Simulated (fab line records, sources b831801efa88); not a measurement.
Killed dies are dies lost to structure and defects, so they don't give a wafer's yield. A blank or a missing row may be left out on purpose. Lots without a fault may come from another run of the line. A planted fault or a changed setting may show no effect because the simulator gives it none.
One fault seen from 2 desks | flow gf180mcu | each desk has only its own numbers; what lay behind them comes last

THE TOOL OWNER'S DESK: pvd_sputter-04
The tool's own readings at GF_MIM_SPUTTER_02 (material AlCu, target thk 450 nm, time 23.9 s): means of the sampled wafers that have a number, for each lot that ran on this tool. A lot is out of limits, marked OUT, if its mean lies more than 4 standard deviations from the usual mean; the brackets give that distance.
Columns: A = throttle_valve_pct at GF_MIM_SPUTTER_02, usual 29.6 %
lot  | first seen here | A
L592 | day 24 15:47    | 29.1
L593 | day 24 19:33    | 29.1
L603 | day 28 05:47    | 29.3
L607 | day 29 13:08    | 29.2
L608 | day 29 16:14    | 29.1
L612 | day 30 19:46    | 30.6
This desk's finding: nothing out of limits on any of the 6 lots.

THE METROLOGY DESK
What the gauges read, lot by lot, whatever tool the lot ran on: means of the sampled wafers that have a number. A lot is out of limits, marked OUT, if its mean lies more than 4 standard deviations from the usual mean; the brackets give that distance.
Columns: A = V5_BOW at GF_V5_BOW_MEAS_05, usual 130 um
lot  | first seen here | A
L592 | day 26 13:14    | 125
L593 | day 26 16:02    | 126
L594 | day 27 06:54    | 134
L601 | day 29 08:10    | 120
L602 | day 29 18:16    | 136
L603 | day 29 22:31    | 133
L606 | day 30 19:35    | 131
L607 | day 31 03:13    | 128
L608 | day 31 07:33    | 156
L612 | day 32 08:59    | 135
L615 | day 32 23:57    | 145
This desk's finding: nothing out of limits on any of the 11 lots.

PUT TOGETHER
The tool owner's desk saw nothing out of limits.
The metrology desk saw nothing out of limits.

WHAT THE SIMULATOR HAD PUT IN
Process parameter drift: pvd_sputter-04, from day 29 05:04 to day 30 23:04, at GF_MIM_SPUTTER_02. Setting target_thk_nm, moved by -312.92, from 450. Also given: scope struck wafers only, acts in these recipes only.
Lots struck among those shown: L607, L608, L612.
